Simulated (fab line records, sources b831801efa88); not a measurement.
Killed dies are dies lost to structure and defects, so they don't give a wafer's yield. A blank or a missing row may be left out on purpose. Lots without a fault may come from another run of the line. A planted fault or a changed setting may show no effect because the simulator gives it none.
Split-lot experiment | flow sfq_line | 5 lots, 23 wafers read, on a route of 325 steps

THE SPLIT
At SFQ_TRILAYER_L0_LITHO_COAT_010 (resist thk 62 nm), the setting spin_rpm was moved away from the recipe's 3000 rpm on 11 of the 23 wafers read, by -3.9% to +6.3%. The other wafers ran this setting at the recipe's value.

The reading is taken at the split's own step.

THE READING
BARC_of_TRILAYER_L0_LITHO_COAT_010.thk_nm (the simulator's own value, which no gauge read), in nm, at SFQ_TRILAYER_L0_LITHO_COAT_010 (resist thk 62 nm). The file gives no usual value for it. The 12 wafers here that ran the recipe average 61.89 nm, standard deviation 0.17 nm.

wafer  | tool, chamber at the split | spin_rpm as run, rpm | against the recipe | BARC_of_TRILAYER_L0_LITHO_COAT_010.thk_nm, nm | against lot-mates on the recipe
L074.2 | litho_track-02, 0          | 3107                 | +3.6%              | 60.99                                         | -1.12
L074.3 | litho_track-02, 0          | 3107                 | +3.6%              | 61.01                                         | -1.11
L074.4 | litho_track-02, 0          | 3000                 | recipe             | 62.06                                         | -
L074.5 | litho_track-02, 0          | 3107                 | +3.6%              | 60.84                                         | -1.27
L074.6 | litho_track-02, 0          | 3000                 | recipe             | 62.17                                         | -
L075.1 | litho_track-02, 0          | 3189                 | +6.3%              | 60.09                                         | -1.93
L075.3 | litho_track-02, 0          | 3000                 | recipe             | 62.24                                         | -
L075.4 | litho_track-02, 0          | 3000                 | recipe             | 61.97                                         | -
L075.5 | litho_track-02, 0          | 3189                 | +6.3%              | 60.06                                         | -1.96
L075.6 | litho_track-02, 0          | 3000                 | recipe             | 61.85                                         | -
L078.1 | litho_track-03, 0          | 3000                 | recipe             | 61.7                                          | -
L078.2 | litho_track-03, 0          | 3000                 | recipe             | 61.77                                         | -
L078.6 | litho_track-03, 0          | 3000                 | recipe             | 61.81                                         | -
L080.1 | litho_track-03, 0          | 3000                 | recipe             | 61.7                                          | -
L080.2 | litho_track-03, 0          | 2884                 | -3.9%              | 63.01                                         | +1.27
L080.4 | litho_track-03, 0          | 2884                 | -3.9%              | 63.13                                         | +1.40
L080.5 | litho_track-03, 0          | 2884                 | -3.9%              | 62.97                                         | +1.23
L080.6 | litho_track-03, 0          | 3000                 | recipe             | 61.77                                         | -
L084.1 | litho_track-04, 0          | 3075                 | +2.5%              | 61.14                                         | -0.66
L084.3 | litho_track-04, 0          | 3075                 | +2.5%              | 61.05                                         | -0.75
L084.4 | litho_track-04, 0          | 3000                 | recipe             | 61.82                                         | -
L084.5 | litho_track-04, 0          | 3000                 | recipe             | 61.77                                         | -
L084.6 | litho_track-04, 0          | 3075                 | +2.5%              | 61.19                                         | -0.61

THE FIT
A straight line over all 23 wafers: BARC_of_TRILAYER_L0_LITHO_COAT_010.thk_nm changes by -0.288 nm for each +1% of spin_rpm; r = -0.98; the points scatter about the line by 0.14 nm.
The same after taking each lot's own level away (the mean of its wafers on the recipe; 23 wafers): -0.318 nm for each +1%; r = -0.99; scatter 0.096 nm.
On that fit, the largest move of spin_rpm shifts the reading by 2 nm.
The lots' own levels span 61.735 to 62.115 nm, that is 2.2 times the standard deviation above.
So the lot-to-lot level changes the slope little: the two slopes agree.
Check: with one of the wafers moved furthest among these (+6.3%) left out of the fit, the line predicts -1.99 nm for it against its lot-mates. It came out at -1.93 nm against them.

THE FILE'S OWN FIT
BARC_of_TRILAYER_L0_LITHO_COAT_010.thk_nm changes by -0.314 nm for each +1% of spin_rpm, r = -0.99.
